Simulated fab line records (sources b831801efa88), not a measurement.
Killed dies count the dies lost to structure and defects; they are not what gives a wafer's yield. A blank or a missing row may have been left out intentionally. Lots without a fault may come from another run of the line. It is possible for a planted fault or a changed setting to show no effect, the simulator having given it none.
One fault through the eyes of 2 desks :: flow sky130 :: each desk holds nothing but its own numbers, with what lay behind them at the end

## THE METROLOGY DESK
Lot by lot, what the gauges showed, no matter which tool ran the lot: averages of those sampled wafers that carry a number. If a lot's mean is further than 4 standard deviations from the usual mean, the lot is out of limits and carries the mark OUT (the distance appears in the brackets).
Columns: A = LDD_N_TW at SKY_LDD_N_TW_MEAS_17, usual 2580; B = LDD_HVN_OVL at SKY_LDD_HVN_OVL_MEAS_07, usual 0.6 nm; C = LDD_HVN_TW at SKY_LDD_HVN_TW_MEAS_10, usual 1432
lot: L302
first seen here: day 17 18:10
A: 2597
B: 0.8
C: 1444

lot: L304
first seen here: day 18 07:38
A: 2567
B: -0.8
C: 1450

lot: L303
first seen here: day 18 07:57
A: 2563
B: 1.3
C: 1429

lot: L306
first seen here: day 19 10:18
A: 2600
B: -1.0
C: 1447

lot: L311
first seen here: day 21 02:38
A: 2594
B: -1.2
C: 1355 (-7.0) OUT

lot: L313
first seen here: day 21 18:02
A: 2549
B: 1.9
C: 1364 (-6.2) OUT

lot: L320
first seen here: day 24 17:04
A: 2584
B: -1.0
C: 1433

lot: L321
first seen here: day 24 23:20
A: 2588
B: 1.4
C: 1423

lot: L322
first seen here: day 25 09:21
A: 2598
B: -0.1
C: 1438

lot: L324
first seen here: day 25 18:42
A: 2562
B: 0.4
C: 1438

lot: L323
first seen here: day 25 20:17
A: 2565
B: 0.2
C: 1420

lot: L325
first seen here: day 26 01:29
A: 2588
B: 0.7
C: 1449
This desk's finding: out of limits on L311, L313; first on L311, day 23 14:55 (LDD_HVN_TW at SKY_LDD_HVN_TW_MEAS_10). L302, L304, L303, L306, L320, L321, L322, L324, L323, L325: within limits.

## AT THE TOOL OWNER'S DESK: implanter-04
For each lot that ran on this tool, the mean over its sampled wafers that have a number, from the tool's own readings at SKY_LDD_HVN_IMPLANT_08. If a lot's mean is further than 4 standard deviations from the usual mean, the lot is out of limits and carries the mark OUT (the distance appears in the brackets).
Columns: A = beamOnS at SKY_LDD_HVN_IMPLANT_08, usual 9.99 s; B = tiltDeg at SKY_LDD_HVN_IMPLANT_08, usual 39.998 degrees
lot: L302
first seen here: day 20 06:52
A: 9.91
B: 39.981

lot: L304
first seen here: day 20 20:17
A: 10.04
B: 39.983

lot: L311
first seen here: day 23 14:40
A: 9.90
B: 39.982

lot: L313
first seen here: day 24 05:59
A: 9.99
B: 39.999

lot: L320
first seen here: day 27 03:47
A: 10.03
B: 40.022

lot: L321
first seen here: day 27 09:59
A: 10.03
B: 39.991

lot: L322
first seen here: day 27 20:26
A: 9.85
B: 39.993

lot: L324
first seen here: day 28 04:26
A: 10.33
B: 39.973
This desk's verdict: no lot among the 8 shows anything out of limits.

## TAKEN TOGETHER
At day 23 14:55 the metrology desk could have sounded an alarm, on L311, L313.
The desk of the tool owner found nothing out of limits.
Tool owner's desk: L311, L313 on record, inside its limits.
SKY_LDD_HVN_IMPLANT_08 was run on implanter-04 by each of the lots named.

## WHAT WAS PUT IN BY THE SIMULATOR
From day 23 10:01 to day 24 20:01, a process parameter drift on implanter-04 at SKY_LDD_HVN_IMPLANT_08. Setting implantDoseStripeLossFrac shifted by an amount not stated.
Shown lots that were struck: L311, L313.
Hours from the fault's start to each desk's first reading out of limits: the metrology desk, 5.
